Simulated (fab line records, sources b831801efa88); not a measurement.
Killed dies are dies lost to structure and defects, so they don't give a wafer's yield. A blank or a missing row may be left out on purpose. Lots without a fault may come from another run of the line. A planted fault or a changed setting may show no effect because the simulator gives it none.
One fault seen from 2 desks | flow sky130 | each desk has only its own numbers; what lay behind them comes last

THE TOOL OWNER'S DESK: krf_scanner-01
The tool's own readings at SKY_METAL3_EXPOSE_10 (exposes mask MM3, target cd 300 nm): means of the sampled wafers that have a number, for each lot that ran on this tool. A lot is out of limits, marked OUT, if its mean lies more than 4 standard deviations from the usual mean; the brackets give that distance.
Columns: A = exposure_dose_mJ_cm2 at SKY_METAL3_EXPOSE_10, usual 28.00
lot  | first seen here | A
L827 | day 38 09:31    | 27.98
L830 | day 38 22:32    | 28.01
L835 | day 40 11:21    | 27.67 (-11) OUT
L844 | day 43 01:12    | 27.98
L847 | day 43 12:35    | 27.99
L848 | day 43 16:10    | 28.03
This desk's finding: out of limits on L835; first on L835, day 40 11:21 (exposure_dose_mJ_cm2 at SKY_METAL3_EXPOSE_10). In limits: L827, L830, L844, L847, L848.

THE METROLOGY DESK
What the gauges read, lot by lot, whatever tool the lot ran on: means of the sampled wafers that have a number. A lot is out of limits, marked OUT, if its mean lies more than 4 standard deviations from the usual mean; the brackets give that distance.
Columns: A = cd_nm at SKY_METAL3_CD_MEAS_13, usual 300.3 nm; B = VIA3_HDPCVD_THK at SKY_VIA3_THK_MEAS_01, usual 1628 nm
lot  | first seen here | A                | B
L828 | day 38 20:53    | 299.6            | 1632
L827 | day 38 21:44    | 299.3            | 1624
L830 | day 39 09:43    | 300.6            | 1622
L829 | day 39 11:50    | 300.9            | 1620
L835 | day 40 23:28    | 292.5 (-5.2) OUT | 1641
L837 | day 41 14:53    | 299.1            | 1621
L842 | day 43 01:04    | 300.9            | 1614
L843 | day 43 08:37    | 301.4            | 1606
L844 | day 43 12:50    | 298.3            | 1635
L845 | day 43 13:26    | 300.7            | 1621
L847 | day 44 00:22    | 302.0            | 1625
L848 | day 44 04:18    | 297.4            | 1640
L850 | day 44 21:25    | 299.8            | 1655
This desk's finding: out of limits on L835; first on L835, day 40 23:28 (cd_nm at SKY_METAL3_CD_MEAS_13). In limits: L828, L827, L830, L829, L837, L842, L843, L844, L845, L847, L848, L850.

PUT TOGETHER
The tool owner's desk could have raised an alarm at day 40 11:21, on L835.
The metrology desk could have raised an alarm at day 40 23:28, on L835.
Of the lots named, all ran SKY_METAL3_EXPOSE_10 on krf_scanner-01.

WHAT THE SIMULATOR HAD PUT IN
Process parameter drift: krf_scanner-01, from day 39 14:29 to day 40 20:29, at SKY_METAL3_EXPOSE_10. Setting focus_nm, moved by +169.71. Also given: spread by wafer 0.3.
Lots struck among those shown: L835.
Hours from the fault's start to each desk's first reading out of limits: the tool owner's desk, 21; the metrology desk, 33.
